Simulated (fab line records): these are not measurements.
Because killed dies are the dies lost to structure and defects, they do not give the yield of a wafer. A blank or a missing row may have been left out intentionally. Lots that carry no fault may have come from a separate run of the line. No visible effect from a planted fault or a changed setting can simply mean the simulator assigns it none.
Problem report in the 8D (eight disciplines) form, filled by code / flow sfq line / the parts of the form that need people (team, actions taken, sign-off) are left out

## 1. THE ISSUE
Mean of oes product au at SFQ_TRILAYER_R5_ETCH_METAL_ETCH_139: 0.857 a.u. across 4 wafers in 2 lots; on wafers with no fault it is 0.990 a.u. (standard deviation 0.0073). That puts it -18 standard deviations away from the usual mean.
The step: etches the open film in Cl2, stops on SiO2, target depth 60 nm, time 40 s.
The first sign was on wafer L265.1 at day 67 20:36, on rie metal-04. The record holds 18 wafers of 6 lots with a number at this step. The rule behind "out" and "out of limits": a value lying over 4 standard deviations away from the usual mean. Any other wafer with a number is counted as sound.

## 2. WHAT IT IS AND WHAT IT IS NOT
question=which readings at this step | is=oes product au | is not=drypump motor current A, rf fwd power W
question=which lots | is=L265, L266 | is not=L251, L252, L271, L273
question=which wafers of those lots | is=L265.1, L265.6, L266.1, L266.4 | is not=L265.2, L266.5
question=read on which tools | is=rie metal-04 | is not=rie metal-02, rie metal-03
question=when | is=from day 67 20:36 | is not=up to then (7 sound wafers); but 7 sound wafers of L266, L271, L273 came after

## 3. THE SUSPECTS, EACH WITH WHAT RULES IT OUT
Counting: any tool at a process step up to the reading remains a suspect provided it ran every lot that is out. Sound lots after the first of them don't rule it out here, since some wafers of a struck lot are sound.
- rie metal-04 at SFQ_TRILAYER_R5_ETCH_METAL_ETCH_139 (etches the open film in Cl2, stops on SiO2, target depth 60 nm, time 40 s): kept. It ran every lot that is out, first L265 (day 67 20:36); its last sound lot up to then is L251 (day 53 22:42). Its own oes product au readings are out on those wafers.
The count leaves rie metal-04 at SFQ_TRILAYER_R5_ETCH_METAL_ETCH_139.

## 4. THE CAUSE (what the simulator had put in)
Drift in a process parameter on rie metal-04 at SFQ_TRILAYER_R5_ETCH_METAL_ETCH_139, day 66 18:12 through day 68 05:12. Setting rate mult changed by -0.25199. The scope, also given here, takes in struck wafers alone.
The count eliminated every tool but this one.

## 5. SEQUENCE OF EFFECTS, ordered by route
Each row: a reading where the mean over the struck wafers with a number is more than 3 standard deviations away from the usual. Scope: only readings with a usual standard deviation given in the record; hours: median across lots of the time from each lot's start at the first step in this table that gives one to its start at this step; sigmas: change in usual standard deviations.
hours=0; step=SFQ_TRILAYER_R5_ETCH_METAL_ETCH_139; reading=oes product au; usual=0.990 a.u.; on struck wafers=0.857; change=-0.133; sigmas=-18
It contains these process steps:
- SFQ_TRILAYER_R5_ETCH_METAL_ETCH_139: etches the open film in Cl2, stops on SiO2, target depth 60 nm, time 40 s.
Later measuring or inspecting steps at which every struck wafer that the step has a row for has a number for every such reading, and none has moved that far: SFQ_I5_OVL_MEAS_936, SFQ_C5_OVL_MEAS_937, SFQ_M6_RS_MEAS_938, SFQ_M8_BOW_MEAS_951.

## 6. WHAT WOULD HAVE CAUGHT IT SOONER
26 hours passed between the start of the fault at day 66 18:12 and the first reading out of limits in this record, taken at day 67 20:36.
